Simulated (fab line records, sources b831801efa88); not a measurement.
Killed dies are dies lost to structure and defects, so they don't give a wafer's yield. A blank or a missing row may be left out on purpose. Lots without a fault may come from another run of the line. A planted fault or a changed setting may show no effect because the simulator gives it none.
Which tool did it? | flow sky130 | 6 lots, 18 wafers sampled, at 2 steps of a route of 708

WHAT THE GAUGES READ, wafer by wafer
SKY_METAL1_RS_MEAS_05: measures by four-point-probe.
lot  | measured     | on            | METAL1_ALCU_RS (ohm/sq)
L977 | day 31 22:59 | film_metro-04 | 0.1246 0.1247 0.1241
L980 | day 33 08:56 | film_metro-04 | 0.1276 0.1281 0.1271
L982 | day 34 05:41 | film_metro-04 | 0.1286 0.1301 0.1306
L985 | day 34 21:40 | film_metro-03 | 0.1256 0.1241 0.1270
L992 | day 37 11:20 | film_metro-03 | 0.1246 0.1246 0.1234
L993 | day 37 14:17 | film_metro-04 | 0.1221 0.1227 0.1244

WHICH TOOL RAN EACH LOT (tool, then ch and the chambers of the sampled wafers, then the start)
lot  | SKY_CONTACT_STRIP_19
L977 | plasma_asher-01 ch 0,1, day 31 21:30
L980 | plasma_asher-03 ch 0,1, day 33 07:24
L982 | plasma_asher-03 ch 0,1, day 34 04:16
L985 | plasma_asher-01 ch 1, day 34 20:16
L992 | plasma_asher-03 ch 0,1, day 37 09:53
L993 | plasma_asher-01 ch 0,1, day 37 12:44
- SKY_CONTACT_STRIP_19: strips in O2/N2.

THE ANSWER, worked out from the rows above alone
Rule: what is usual is taken from the lots themselves. Put in order of their means at a reading, lots are off if they are a third of the lots or fewer, leave a main group of 4 or more, and stand apart from it by a gap of 3 or more times the standard deviation of the main group's means; of several such gaps the widest counts. A main group whose means are all the same, to the digits that the tables above print for the reading, isn't used. A lot without any number at a reading at which 4 lots or more have one is off too. The other lots that the step has rows for count as sound.
No lot is off at any reading shown: from this, nothing can be told.

WHAT THE SIMULATOR HAD PUT IN
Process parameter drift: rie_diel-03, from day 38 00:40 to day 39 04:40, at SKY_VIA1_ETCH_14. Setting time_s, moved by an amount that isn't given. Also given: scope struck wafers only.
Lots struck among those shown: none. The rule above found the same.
